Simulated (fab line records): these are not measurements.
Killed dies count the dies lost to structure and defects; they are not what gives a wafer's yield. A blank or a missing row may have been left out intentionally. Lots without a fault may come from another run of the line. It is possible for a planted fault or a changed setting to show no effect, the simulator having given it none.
The same fault as seen by 2 desks | flow gf180mcu | each desk has only its own numbers; what lay behind them comes last

== METROLOGY DESK ==
Means of the sampled wafers that have a number, per lot and without regard to the tool the lot ran on: this is what the gauges read. If a lot's mean is further than 4 standard deviations from the usual mean, the lot is out of limits and carries the mark OUT (the distance appears in the brackets).
Columns: A = V1_W_RS at GF_V1_RS_MEAS_24, usual 0.326 ohm/sq; B = V1_W_THK at GF_V1_THK_MEAS_25, usual 353 nm
lot  | first seen here | A               | B
L808 | day 18 21:43    | 0.329           | 350
L811 | day 19 15:58    | 0.330           | 349
L812 | day 20 09:30    | 0.319           | 364
L814 | day 20 22:36    | 0.323           | 353
L815 | day 21 04:41    | 0.331           | 347
L819 | day 22 14:20    | 0.203 (-26) OUT | 570 (+36) OUT
L820 | day 23 05:43    | 0.202 (-26) OUT | 567 (+36) OUT
L821 | day 23 09:51    | 0.330           | 348
L822 | day 23 18:13    | 0.330           | 347
L829 | day 26 00:14    | 0.329           | 353
L830 | day 26 01:07    | 0.325           | 356
Per this desk, out of limits: L819, L820; the first was L819, day 22 14:20 (V1_W_RS at GF_V1_RS_MEAS_24). L808, L811, L812, L814, L815, L821, L822, L829, L830 stayed within limits.

== TOOL OWNER'S DESK, cvd w-01 ==
The tool's own readings at GF_V1_CVD_23 (deposits W, target thk 350 nm, time 105.05 s): means of the sampled wafers that have a number, for each lot that ran on this tool. If a lot's mean is further than 4 standard deviations from the usual mean, the lot is out of limits and carries the mark OUT (the distance appears in the brackets).
Columns: A = heater power w at GF_V1_CVD_23, usual 869 W
lot  | first seen here | A
L812 | day 20 09:23    | 881
L814 | day 20 22:29    | 869
L815 | day 21 04:34    | 823
L819 | day 22 14:07    | 776
L820 | day 23 05:31    | 772
L829 | day 26 00:05    | 877
L830 | day 26 00:59    | 814
This desk's finding: nothing out of limits on any of the 7 lots.

== TAKEN TOGETHER ==
An alarm was possible from the metrology desk at day 22 14:20, on L819, L820.
Nothing out of limits was seen by the tool owner's desk.
On record at the tool owner's desk: L819, L820, within its limits.
On cvd w-01, each named lot ran GF_V1_CVD_23.

== WHAT THE SIMULATOR PUT IN ==
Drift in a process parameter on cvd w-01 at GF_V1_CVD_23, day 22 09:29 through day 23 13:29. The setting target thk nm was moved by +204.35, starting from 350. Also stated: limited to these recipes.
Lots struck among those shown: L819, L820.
Per desk, hours elapsed from the start of the fault to the first reading out of limits: for the metrology desk, 5.
